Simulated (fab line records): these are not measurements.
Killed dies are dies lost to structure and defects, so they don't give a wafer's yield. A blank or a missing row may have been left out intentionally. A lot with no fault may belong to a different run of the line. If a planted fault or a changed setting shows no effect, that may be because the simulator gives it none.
fab line records | flow sky130
[record] lots = 4 wafers = 12 last-day = 49
route steps=708 shown VIA2@525 METAL3@532 CAPM@537 PAD_OPEN@708
lots untouched by any fault: they come from a run of this same line in which no faults occurred
start-h: hours from the record's first day to the start of the lot's first wafer shown | wait-h: hours elapsed since this lot's preceding step | " unchanged from the row above | L1.1+2: several wafers, shown together as one row | - value missing, or start not given | * or withheld: withheld | < > ~ a bound
route shown NAME@n: a module of which the file shows steps, and the number in the route of the first | usual: mean and standard deviation over wafers with no fault | same: alike in all rows | chamber/n: place in a boat | sites: each site's reading | _std_site: their standard deviation | _edge_site: outer sites' mean less inner sites' | radius-mm: how far each site lies from the wafer's centre | mask NAME#n: copy n | behind: the most recent tool/chamber to have shaped the wafer | hold: cause of the lot's hold/its duration in hours/its outcome | device: names the non-switching transistor (n, p or np) | end of line: at the end of the route, the tests of the same wafers | where a step has no rows: the recipe by itself | killed: the dies lost at the first sort to structure and to defects; this is not the yield of the wafer | map: per-die view of a wafer (x killed, . not killed, _ where there is no die)
set.NAME: the setting that was run; set.NAME@STEP: the one run at that earlier step | model.NAME: the simulator's own value behind a step, which no gauge read
lots seen at some steps along the route; tables by step, rows by wafer
services: when a tool's chamber went out of use (start-h, in hours from the record's first day, below 0 if earlier), for how many hours, and the reason
[[steps]]
[step SKY_VIA2_CLEAN_18]
[recipe] chemistry = IPA time-s = 180 temp-c = 25
[step SKY_VIA2_CLEAN_19]
[recipe] chemistry = O3/DIW dry = n2-spin
[step SKY_VIA2_SPUTTER_20]
[recipe] material = TiN target-thk-nm = 20 chamber-pressure-pa = 5 power-w = 4000 time-s = 80
[step SKY_VIA2_CVD_21]
[recipe] material = W target-thk-nm = 420 time-s = 126.4 temp-c = 400 pressure-torr = 40
[step SKY_VIA2_CMP_24]
[recipe] stop-on = SiO2 t-overpolish-s = 20 down-force-psi = 3.5 platen-rpm = 60 target-thk-nm = 0 pad-velocity-m-s = 0.94248
[step SKY_METAL3_SPUTTER_00]
[recipe] material = Ti target-thk-nm = 15 power-w = 3000 time-s = 10 chamber-pressure-pa = 0.4
[step SKY_METAL3_SPUTTER_01]
[recipe] material = TiN target-thk-nm = 20 power-w = 6500 time-s = 16.7 chamber-pressure-pa = 0.4
[step SKY_METAL3_SPUTTER_02]
[recipe] material = AlCu target-thk-nm = 735 power-w = 10600 time-s = 39.1 chamber-pressure-pa = 0.4
[step SKY_METAL3_SPUTTER_03]
[recipe] material = Ti target-thk-nm = 5 power-w = 3000 time-s = 3.3 chamber-pressure-pa = 0.4
[step SKY_METAL3_SPUTTER_04]
[recipe] material = TiN target-thk-nm = 70 power-w = 6500 time-s = 58.3 chamber-pressure-pa = 0.4
[step SKY_CAPM_CVD_00]
[recipe] material = SiO2 target-thk-nm = 15.5 temp-c = 400 time-s = withheld rf-w = 450
[usual] heater-power-w = 696/88 rf-fwd-power-W = 442.1/2.5
// columns lot.wafer tool chamber start-h wait-h heater-power-w rf-fwd-power-W model.SiO2_of_CAPM_CVD_00.thk-nm
L654.1 pecvd-02 1 854.73 0.0 575 444.6 15.33
L654.5 " 0 " " 765 439.5 15.44
L654.6 " 2 " " 808 441.0 15.52
L660.3 pecvd-02 2 908.27 0.0 787 371.0 14.48
L660.5 " 0 " " 839 365.3 14.76
L660.6 " 2 " " 795 372.4 14.34
L664.2 pecvd-02 1 930.87 0.0 667 369.6 14.5
L664.3 " 2 " " 812 370.2 14.23
L664.4 " 1 " " 685 370.1 14.59
L672.1 pecvd-01 1 987.76 0.0 742 442.3 15.27
L672.3 " 0 " " 665 437.3 15.34
L672.5 " 2 " " 731 442.2 15.7
[step SKY_CAPM_THK_MEAS_01]
[recipe] reads = SiO2_of_CAPM_CVD_00
[usual] CAPM_CVD_00_THK = 15.44/0.2
// columns lot.wafer tool chamber start-h wait-h CAPM_CVD_00_THK[nm]
L654.1 film-metro-04 - 854.75 - 15.30
L654.5 " - " " 15.36
L654.6 " - " " 15.47
L660.3 film-metro-03 - 908.32 - 14.50
L660.5 " - " " 14.75
L660.6 " - " " 14.34
L664.2 film-metro-01 - 930.91 - 14.54
L664.3 " - " " 14.21
L664.4 " - " " 14.51
L672.1 film-metro-01 - 987.78 - 15.28
L672.3 " - " " 15.33
L672.5 " - " " 15.71
[step SKY_CAPM_SPUTTER_02]
[recipe] material = TiN target-thk-nm = 200 temp-c = 300 power-w = 6500 time-s = 166.7 chamber-pressure-pa = 0.4
[step SKY_CAPM_DEHYDRATE_05]
[recipe] temp-c = 200 time-s = 60
[step SKY_CAPM_HMDS_06]
[recipe] prime-time-s = 60 prime-temp-c = 120
[step SKY_CAPM_COAT_07]
[recipe] resist = NOVOLAK spin-rpm = 3000 resist-thk-nm = 1140
[step SKY_CAPM_SOFTBAKE_08]
[recipe] temp-c = 90 time-s = 60 resist = NOVOLAK
[step SKY_CAPM_EXPOSE_09]
[recipe] mask-id = CAPM na = 0.6 source-shape = conventional sigma-outer = 0.6 polarization = unpolarized target-cd-nm = 1000 dose-mj = 159
[step SKY_CAPM_PEB_10]
[recipe] temp-c = withheld time-s = * resist = NOVOLAK
[step SKY_CAPM_DEVELOP_11]
[recipe] resist = NOVOLAK developer = TMAH develop-time-s = 60 dev-temp-c = 23
[step SKY_CAPM_METAL_ETCH_13]
[recipe] target-depth-nm = 220 stop-on = SiO2 chemistry = Cl2/BCl3 target = TiN pressure-mtorr = 10 icp-w = 900 bias-w = 48.5 Cl2_flow_sccm = 60 bcl3-flow-sccm = 30 time-s = 62.9
[step SKY_CAPM_STRIP_14]
[recipe] chemistry = O2/N2 power-w = 1400 pressure-mtorr = 1500 platen-temp-c = withheld o2-flow-sccm = 3000 n2-flow-sccm = 300 overash-fraction = 0.5
[step SKY_CAPM_STRIP_15]
[recipe] chemistry = post-etch-residue-remover time-s = 1200 temp-c = 72.5
[step SKY_CAPM_CLEAN_16]
[recipe] chemistry = IPA time-s = 180 temp-c = 25
[step SKY_CAPM_CLEAN_17]
[recipe] chemistry = O3/DIW dry = n2-spin
[step SKY_METAL3_DEHYDRATE_05]
[recipe] temp-c = 200 time-s = 60
[step SKY_METAL3_HMDS_06]
[recipe] prime-time-s = 60 prime-temp-c = 120
[step SKY_METAL3_COAT_07]
[recipe] resist = BARC temp-c = withheld time-s = withheld spin-rpm = 3000 resist-thk-nm = 60
[step SKY_METAL3_COAT_08]
[recipe] resist = KrF-thick spin-rpm = 3000 resist-thk-nm = 1140
[step SKY_METAL3_SOFTBAKE_09]
[recipe] temp-c = 100 time-s = 90 resist = KrF-thick
[step SKY_METAL3_EXPOSE_10]
[recipe] mask-id = MM3 na = 0.68 source-shape = annular sigma-inner = 0.4 sigma-outer = 0.8 target-cd-nm = 300 dose-mj = 28
[step SKY_METAL3_PEB_11]
[recipe] peb-temp-c = withheld peb-time-s = withheld resist = KrF-thick
[step SKY_METAL3_DEVELOP_12]
[recipe] develop-time-s = 60 resist = KrF-thick dev-temp-c = 21
[step SKY_METAL3_DESCUM_15]
[recipe] chemistry = O2 source-power-w = 150 bias-power-w = 0 pressure-mtorr = 10 temp-c = 40 time-s = 8
[step SKY_METAL3_ETCH_16]
[recipe] chemistry = N2/H2 target = BARC ion-energy-ev = 200 bias-w = 100 pressure-mtorr = 30 n2-flow-sccm = 100 h2-flow-sccm = 200 icp-w = 500 stop-on = SiO2 time-s = 88.2 target-depth-a = 600
[step SKY_METAL3_ETCH_17]
[recipe] target = SiO2 stop-on = TiN chemistry = C4F8/O2/Ar source-w = 1500 bias-w = 1200 pressure-mtorr = 40 c4f8-flow-sccm = withheld O2_flow_sccm = 6 Ar_flow_sccm = 300 time-s = 3.9 target-depth-a = 150
[usual] chamber-pressure-mTorr = 40.00/0.035 oes-product-au = 0.753/0.0066 rf-fwd-power-W = 1467/7.8
// columns lot.wafer tool chamber start-h wait-h chamber-pressure-mTorr oes-product-au rf-fwd-power-W
L654.1 rie-diel-04 1 906.38 0.1 40.02 0.752 1460
L654.5 " 2 " " 40.06 0.747 1468
L654.6 " 3 " " 40.02 0.753 1468
L660.3 rie-diel-01 1 958.28 0.0 40.02 0.728 1458
L660.5 " 1 " " 40.04 0.729 1460
L660.6 " 0 " " 40.01 0.727 1458
L664.2 rie-diel-01 1 980.88 0.1 40.07 0.730 1457
L664.3 " 0 " " 39.99 0.726 1469
L664.4 " 1 " " 39.99 0.738 1459
L672.1 rie-diel-02 1 1034.79 0.1 40.04 0.743 1472
L672.3 " 3 " " 40.05 0.743 1476
L672.5 " 0 " " 39.97 0.756 1460
[step SKY_PAD_OPEN_PROBE_99]
[usual] defect-limited-yield = 82.4/1.9 killed_at_M0_to_M3 = 43/7.5 killed_at_M4_up = 3.3/1.9 killed-at-contacts = 24/4.6 killed-at-front-end = 16/4.9 killed-at-other = 0.2/0.46 killed-dies = 87/9.1 killed-open = 47/7.4 killed-short = 39/6.6 sort_bin_3_pad_short = 0.9/0.43 sort_bin_5_function = 10.3/1.4 sort_bin_6_memory = 6.4/1.1 sort-n-pass = 405/9.1 sort-yield-pct = 82.4/1.9
[same] gross-dies = 492 killed-at-back-side = 0 sort_bin_4_leakage[%] = 0 sort_bin_8_speed[%] = 0
// columns lot.wafer tool chamber start-h wait-h defect-limited-yield[%] killed_at_M0_to_M3 killed_at_M4_up killed-at-contacts killed-at-front-end killed-at-other killed-dies killed-open killed-short sort_bin_3_pad_short[%] sort_bin_5_function[%] sort_bin_6_memory[%] sort-n-pass sort-yield-pct[%] model.etest.cap-mim.bv-v model.etest.cap-mim.leak-log10-a-cm2 model.etest.cap-mim.c-ff-um2
L654.1 prober-02 - 1078.93 0.1 83.3 37 0 21 24 0 82 42 40 0.8 9.8 6.1 410 83.3 14.04 -8.975 2.394
L654.5 prober-02 - 1079.13 0.2 82.1 50 3 27 8 0 88 46 42 0.6 10.4 6.9 404 82.1 13.69 -8.879 2.356
L654.6 prober-02 - 1079.18 0.2 82.5 39 2 24 20 1 86 45 41 1.6 9.6 6.3 406 82.5 13.62 -9.084 2.336
L660.3 prober-01 - 1121.15 0.2 79.5 43 4 27 27 0 101 34 65 2.0 11.4 7.1 391 79.5 13.24 -8.83 2.529
L660.5 prober-01 - 1121.25 0.2 80.9 45 4 26 18 1 94 40 53 1.2 10.8 7.1 398 80.9 13.43 -9.001 2.455
L660.6 prober-01 - 1121.30 0.2 81.1 58 0 17 17 1 93 58 35 0.8 10.2 7.9 399 81.1 12.9 -8.838 2.541
L664.2 prober-01 - 1140.57 0.1 79.3 56 2 26 17 1 102 52 48 0.6 11.8 8.3 390 79.3 13.16 -8.725 2.488
L664.3 prober-01 - 1140.62 0.2 83.5 38 2 27 14 0 81 45 36 0.6 8.1 7.7 411 83.5 12.89 -8.809 2.564
L664.4 prober-01 - 1140.67 0.2 81.3 44 3 26 19 0 92 42 50 1.2 11.6 5.9 400 81.3 12.94 -8.863 2.481
L672.1 prober-01 - 1181.30 0.1 81.7 49 3 28 10 0 90 56 34 0.2 11.8 6.3 402 81.7 13.98 -8.89 2.362
L672.3 prober-01 - 1181.40 0.2 83.9 37 4 24 14 0 79 46 33 0.4 10.8 4.9 413 83.9 14.19 -8.951 2.375
L672.5 prober-01 - 1181.50 0.2 82.3 48 5 18 16 0 87 48 38 0.6 11.6 5.5 405 82.3 14.08 -9.015 2.308
// killed by level:class
L654.1 VIA1:geometric-particle:open=11 FIELD_ISO:geometric-particle:short=10 LI_CONTACT:geometric-particle:open=8 POLY_GATE:geometric-particle:open=5 CONTACT:geometric-particle:open=5 FIELD_ISO:geometric-particle:open=4 VIA1:geometric-particle:short=4 CONTACT:geometric-particle:short=4
L654.5 CONTACT:geometric-particle:open=13 VIA1:geometric-particle:open=9 METAL2:geometric-particle:short=8 VIA3:geometric-particle:short=6 VIA3:geometric-particle:open=6 VIA2:geometric-particle:short=6 LI_CONTACT:geometric-particle:open=5 CONTACT:geometric-particle:short=5
L654.6 CONTACT:geometric-particle:open=11 FIELD_ISO:geometric-particle:open=8 METAL1:geometric-particle:short=8 VIA1:geometric-particle:short=7 VIA2:geometric-particle:open=6 LI_CONTACT:geometric-particle:open=5 METAL2:geometric-particle:short=5 VIA3:geometric-particle:open=5
L660.3 METAL1:geometric-particle:short=12 FIELD_ISO:geometric-particle:open=10 METAL2:geometric-particle:short=10 FIELD_ISO:geometric-particle:short=8 CONTACT:geometric-particle:short=8 LI_CONTACT:geometric-particle:short=7 CONTACT:geometric-particle:open=7 LOCAL_INTERCONNECT:geometric-particle:short=5
L660.5 METAL2:geometric-particle:short=10 VIA1:geometric-particle:short=8 METAL1:geometric-particle:short=8 LI_CONTACT:geometric-particle:open=7 CONTACT:geometric-particle:open=7 VIA1:geometric-particle:open=6 FIELD_ISO:geometric-particle:open=5 LOCAL_INTERCONNECT:geometric-particle:short=4
L660.6 VIA1:geometric-particle:open=17 VIA3:geometric-particle:open=11 LI_CONTACT:geometric-particle:open=5 CONTACT:geometric-particle:open=5 VIA1:geometric-particle:short=5 FIELD_ISO:geometric-particle:open=4 POLY_GATE:geometric-particle:short=4 METAL1:geometric-particle:open=4
L664.2 VIA3:geometric-particle:open=11 VIA1:geometric-particle:open=8 METAL1:geometric-particle:short=8 CONTACT:geometric-particle:short=7 VIA2:geometric-particle:open=7 FIELD_ISO:geometric-particle:open=6 LOCAL_INTERCONNECT:geometric-particle:short=6 CONTACT:geometric-particle:open=5
L664.3 CONTACT:geometric-particle:open=9 VIA2:geometric-particle:open=8 LI_CONTACT:geometric-particle:open=7 VIA1:geometric-particle:open=7 VIA3:geometric-particle:open=6 FIELD_ISO:geometric-particle:short=6 CONTACT:geometric-particle:short=5 METAL1:geometric-particle:short=5
L664.4 VIA1:geometric-particle:open=10 POLY_GATE:geometric-particle:short=9 LI_CONTACT:geometric-particle:open=9 CONTACT:geometric-particle:open=9 VIA1:geometric-particle:short=8 METAL2:geometric-particle:short=6 POLY_GATE:geometric-particle:open=4 METAL3:geometric-particle:short=4
L672.1 VIA1:geometric-particle:open=17 LI_CONTACT:geometric-particle:open=10 VIA2:geometric-particle:open=9 CONTACT:geometric-particle:open=7 METAL3:geometric-particle:short=6 LOCAL_INTERCONNECT:geometric-particle:short=5 VIA1:geometric-particle:short=5 VIA3:geometric-particle:open=5
L672.3 VIA2:geometric-particle:open=9 CONTACT:geometric-particle:open=8 VIA1:geometric-particle:open=7 LI_CONTACT:geometric-particle:open=6 CONTACT:geometric-particle:short=6 VIA3:geometric-particle:open=5 POLY_GATE:geometric-particle:open=4 LI_CONTACT:geometric-particle:short=4
L672.5 VIA1:geometric-particle:open=14 CONTACT:geometric-particle:open=8 FIELD_ISO:geometric-particle:open=6 VIA2:geometric-particle:short=6 VIA2:geometric-particle:open=6 LI_CONTACT:geometric-particle:open=5 FIELD_ISO:geometric-particle:short=4 METAL1:geometric-particle:short=4
[[services]]
// columns tool chamber start-h hours kind
rie-diel-02 - 840.04 3.4 repair
rie-diel-01 2 846.09 5.6 repair
rie-diel-02 - 862.09 0.6 repair
pecvd-02 1 878.19 2.1 scheduled-down
rie-diel-04 2 882.00 5.9 repair
pecvd-02 2 886.03 9.3 repair
rie-diel-02 1 908.29 15.2 repair
rie-diel-01 - 911.94 0.7 repair
rie-diel-01 2 917.34 16.8 repair
pecvd-02 - 942.55 3.3 repair
rie-diel-01 3 957.04 31.2 repair
rie-diel-04 3 976.97 8.4 repair
pecvd-02 1 999.38 - clean
pecvd-02 1 999.38 - consumable-replace:showerhead
pecvd-02 1 999.38 29.0 scheduled-down
pecvd-02 1 999.38 29.0 vent-cycle
rie-diel-02 3 1002.67 - clean
rie-diel-02 3 1002.67 26.1 scheduled-down
rie-diel-02 3 1002.67 26.1 vent-cycle
pecvd-01 1 1009.87 5.5 scheduled-down
rie-diel-01 3 1018.43 3.9 repair
pecvd-01 - 1023.97 0.2 repair
pecvd-01 0 1028.45 5.5 scheduled-down
[[key]]
[first-sign] step = SKY_CAPM_CVD_00 reading = rf-fwd-power-W direction = down sigmas = 29 usual = 442.1 struck = 369.8
[effect] step = SKY_CAPM_THK_MEAS_01 reading = CAPM_CVD_00_THK direction = down sigmas = 4.9 usual = 15.44 struck = 14.48
[effect] step = SKY_METAL3_ETCH_17 reading = oes-product-au direction = down sigmas = 3.5 usual = 0.753 struck = 0.730
[model-effect] step = SKY_CAPM_CVD_00 value = SiO2_of_CAPM_CVD_00.thk-nm without = 15.27 struck = 14.48
[model-effect] step = SKY_PAD_OPEN_PROBE_99 value = etest.cap-mim.bv-v without = 13.81 struck = 13.09
met-at SKY_CAPM_CVD_00
struck-wafers L660.3,L660.5,L660.6,L664.2,L664.3,L664.4
onset-between 854.73 908.27
[fault] kind = process-parameter-drift tool = pecvd-02 chamber = - onset-h = 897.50 steps = SKY_CAPM_CVD_00 channel = rf-w offset = -72 shape = step end-h = 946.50 acts-in = these-recipes-only stated = 450
